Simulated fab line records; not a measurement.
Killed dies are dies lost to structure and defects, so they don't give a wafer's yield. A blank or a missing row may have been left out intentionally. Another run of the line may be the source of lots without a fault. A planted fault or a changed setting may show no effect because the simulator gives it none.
Which of the tools did it? | flow gf180mcu | 12 lots, 36 wafers sampled, at 1 step of a route of 602

## WHAT THE GAUGES SHOWED, per wafer
GF_CONTACT_THK_MEAS_03.
lot  | measured     | on            | CONTACT_CVD_02_THK (nm)
L075 | day 15 14:05 | film metro-04 | 847 848 867
L077 | day 16 05:57 | film metro-04 | 852 861 867
L079 | day 16 23:05 | film metro-02 | 855 871 862
L081 | day 17 19:14 | film metro-04 | 854 872 866
L083 | day 18 10:35 | film metro-02 | 837 859 852
L085 | day 19 07:18 | film metro-04 | 862 852 862
L087 | day 19 17:25 | film metro-04 | 855 869 861
L089 | day 20 14:52 | film metro-04 | 847 866 852
L091 | day 21 22:40 | film metro-02 | 850 861 865
L094 | day 22 16:53 | film metro-04 | 837 831 857
L095 | day 22 21:22 | film metro-01 | 847 862 871
L097 | day 23 14:01 | film metro-04 | 861 863 867

## WHAT TOOL EACH LOT RAN ON (gives the tool, then ch and the chambers of the sampled wafers, and finally the start)
The record holds no process step before these readings.

## THE ANSWER, worked out from the rows above alone
Rule: the lots themselves supply what counts as usual. The widest of any qualifying gaps counts: lots, ordered by their means at a reading, are off when they make up no more than a third of the lots, leave a main group of 4 or more, and stand apart from it by 3 or more times the standard deviation of that group's means. A main group is skipped when, at the precision printed for the reading in the tables above, its means are all equal. Also off: a lot with no number at a reading for which 4 or more lots have one. Where the step has rows for the other lots, those lots are counted as sound.
No lot is off at any reading shown: from this, nothing can be told.

## WHAT THE SIMULATOR PUT IN
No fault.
